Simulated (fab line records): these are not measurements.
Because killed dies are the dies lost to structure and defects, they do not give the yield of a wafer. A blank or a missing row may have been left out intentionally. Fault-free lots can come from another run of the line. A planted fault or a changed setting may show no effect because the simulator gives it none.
A lot that was struck, set against a sound lot | flow gf180mcu | 22 out of 602 route steps
Sound: these wafers, L942.3, L942.4, L942.6. Struck: wafers L952.3, L952.4, L952.5. The cause is named last.
Per side, at each step with rows, come the tool, then ch with its chambers, and then its first start. Under that, the readings that differ: sound wafers | struck wafers | difference of the means | sigmas: that difference in standard deviations of wafers without a fault.
alike: readings whose means differ by less than 2 such deviations, and words and numbers that are the same on both sides. not compared: withheld readings, readings that some wafer has no value for, bounds like >300 that may hide the same value, and numbers for which the record gives no deviation and whose values overlap.
Wherever a step has rows on one side only, a row that says differs or no value, or a row with sigmas, the two part there. Non-overlapping numbers with no deviation appear without sigmas and do not part them. A reading missing from all wafers of one side parts the sides only when that side holds two or more wafers.

first, 5 steps without rows for these wafers: GF_NWELL_COAT_02 (resist thk 3000 nm); GF_NWELL_SOFTBAKE_03; GF_NWELL_EXPOSE_04 (exposes mask Nwell, target cd 860 nm); GF_NWELL_PEB_05; GF_NWELL_DEVELOP_06 (develop time 60 s).
GF_NWELL_OVL_MEAS_07:
  sound on overlay-01 at day 5 02:07; struck on overlay-02 at day 7 04:26
  alike: NWELL_OVL
then, 2 steps without rows for these wafers: GF_NWELL_IMPLANT_08; GF_NWELL_IMPLANT_09.
GF_NWELL_STRIP_10: strips in O2/N2.
  sound on plasma-asher-02 ch 0,1, day 5 02:28; struck on plasma-asher-04 ch 0,1, day 7 04:48
  reading                     | sound       | struck      | difference | sigmas
  drypump-motor-current-A (A) | 6.3 5.9 6.3 | 5.2 5.2 5.3 | -0.9       | -2
  alike: heater-power-w, n2-flow-sccm, oes-product-au, strip-time-to-endpoint-s
  not compared: rf-hours-counter-h
GF_NWELL_TW_MEAS_11:
  sound on film-metro-02 at day 5 02:34; struck on film-metro-01 at day 7 04:53
  alike: NWELL_TW
then, 2 steps without rows for these wafers: GF_LVPWELL_DEHYDRATE_00 (time 60 s); GF_LVPWELL_HMDS_01 (prime time 60 s).
GF_LVPWELL_COAT_02: resist thk 3000 nm.
  sound on litho-track-01 ch 0, day 5 09:23; struck on litho-track-01 ch 0, day 7 12:23
  reading                                   | sound          | struck            | difference | sigmas
  model.coat_of_LVPWELL_COAT_02.thk-nm (nm) | 2996 2994 2995 | 989.7 993.9 993.6 | -2002.6    |
then, 3 steps without rows for these wafers: GF_LVPWELL_SOFTBAKE_03; GF_LVPWELL_EXPOSE_04 (exposes mask LVPWELL, target cd 600 nm); GF_LVPWELL_PEB_05.
GF_LVPWELL_DEVELOP_06: develop time 60 s.
  sound: litho-track-02 ch 0; struck: litho-track-02 ch 0
  reading                                   | sound          | struck            | difference | sigmas
  model.coat_of_LVPWELL_COAT_02.thk-nm (nm) | 2995 2992 2993 | 988.7 992.8 992.6 | -2002.0    |
GF_LVPWELL_OVL_MEAS_07:
  sound on overlay-01 at day 5 16:47; struck on overlay-02 at day 7 20:14
  alike: LVPWELL_OVL
then, 2 steps without rows for these wafers: GF_LVPWELL_IMPLANT_08; GF_LVPWELL_IMPLANT_09.
GF_LVPWELL_STRIP_10: strips in O2/N2.
  sound on plasma-asher-03 ch 0,1, day 5 17:08; struck on plasma-asher-04 ch 0,1, day 7 20:35
  reading                      | sound             | struck            | difference | sigmas
  heater-power-w (W)           | 322 366 373       | 308 307 310       | -45        | -2
  strip-time-to-endpoint-s (s) | 36.92 36.88 36.89 | 13.33 13.39 13.39 | -23.53     | -99 or more
  alike: drypump-motor-current-A, n2-flow-sccm, oes-product-au
  not compared: rf-hours-counter-h
GF_LVPWELL_TW_MEAS_11:
  sound on film-metro-02 at day 5 17:14; struck on film-metro-02 at day 7 20:40
  alike: LVPWELL_TW

## WHERE THEY PART
First at GF_NWELL_STRIP_10; last, within this record, at GF_LVPWELL_STRIP_10. Later steps at which nothing parts them and some readings are alike: GF_LVPWELL_TW_MEAS_11.

WHY: the cause the simulator had injected
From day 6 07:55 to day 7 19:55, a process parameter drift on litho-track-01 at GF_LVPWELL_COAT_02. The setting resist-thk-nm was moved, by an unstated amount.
